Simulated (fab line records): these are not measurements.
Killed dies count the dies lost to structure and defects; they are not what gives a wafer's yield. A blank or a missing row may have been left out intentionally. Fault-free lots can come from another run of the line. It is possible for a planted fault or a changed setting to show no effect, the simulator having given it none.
One fault seen from 2 desks | flow sfq line | numbers are kept per desk, each desk with only its own; the story behind them comes last

## AT THE METROLOGY DESK
What the gauges read, lot by lot, whatever tool the lot ran on: means of the sampled wafers that have a number. If a lot's mean is further than 4 standard deviations from the usual mean, the lot is out of limits and carries the mark OUT (the distance appears in the brackets).
Columns: A = I5_OVL at SFQ_I5_OVL_MEAS_936, usual 0 nm
lot  | first seen here | A
L858 | day 56 09:58    | 3
L868 | day 71 23:10    | 1
L869 | day 72 13:38    | 2
L870 | day 72 20:49    | 3
L876 | day 75 04:09    | 7
L877 | day 75 13:45    | -1
L878 | day 75 17:21    | 2
This desk found nothing out of limits on any of the 7 lots.

## AT THE TOOL OWNER'S DESK: rie diel-01
The tool's own readings at SFQ_TRILAYER_I5_BARC_OPEN_VIA_ETCH_200 (etches BARC in O2, target depth 125 nm, time 41.7 s): means of the sampled wafers that have a number, for each lot that ran on this tool. If a lot's mean is further than 4 standard deviations from the usual mean, the lot is out of limits and carries the mark OUT (the distance appears in the brackets).
Columns: A = drypump motor current A at SFQ_TRILAYER_I5_BARC_OPEN_VIA_ETCH_200, usual 5.7 A; B = oes product au at SFQ_TRILAYER_I5_BARC_OPEN_VIA_ETCH_200, usual 0.685 a.u.; C = rf fwd power W at SFQ_TRILAYER_I5_BARC_OPEN_VIA_ETCH_200, usual 494.9 W
lot  | first seen here | A   | B     | C
L868 | day 71 23:12    | 5.5 | 0.682 | 467.5 (-15) OUT
L869 | day 72 13:40    | 5.9 | 0.687 | 468.3 (-15) OUT
L870 | day 72 20:52    | 5.8 | 0.683 | 440.0 (-30) OUT
L876 | day 75 04:11    | 5.5 | 0.689 | 494.9
L877 | day 75 13:47    | 5.4 | 0.681 | 494.7
This desk finds L868, L869, L870 out of limits, L868 being first, at day 71 23:12 (rf fwd power W at SFQ_TRILAYER_I5_BARC_OPEN_VIA_ETCH_200). Within limits: L876, L877.

## TAKEN TOGETHER
At day 71 23:12, on L868, L869, L870, the tool owner's desk was in a position to raise an alarm.
Metrology desk: nothing out of limits seen.
The metrology desk holds a record of L868, L869, L870, inside its limits.
Every lot named ran SFQ_TRILAYER_I5_BARC_OPEN_VIA_ETCH_200 on rie diel-01.

## WHAT THE SIMULATOR PUT IN
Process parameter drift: rie diel-01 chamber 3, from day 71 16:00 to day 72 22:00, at SFQ_TRILAYER_I5_BARC_OPEN_VIA_ETCH_200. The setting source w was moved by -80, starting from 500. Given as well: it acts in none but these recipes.
Shown lots that were struck: L868, L869, L870.
Each desk's first reading out of limits, in hours after the fault started: the tool owner's desk, 7.
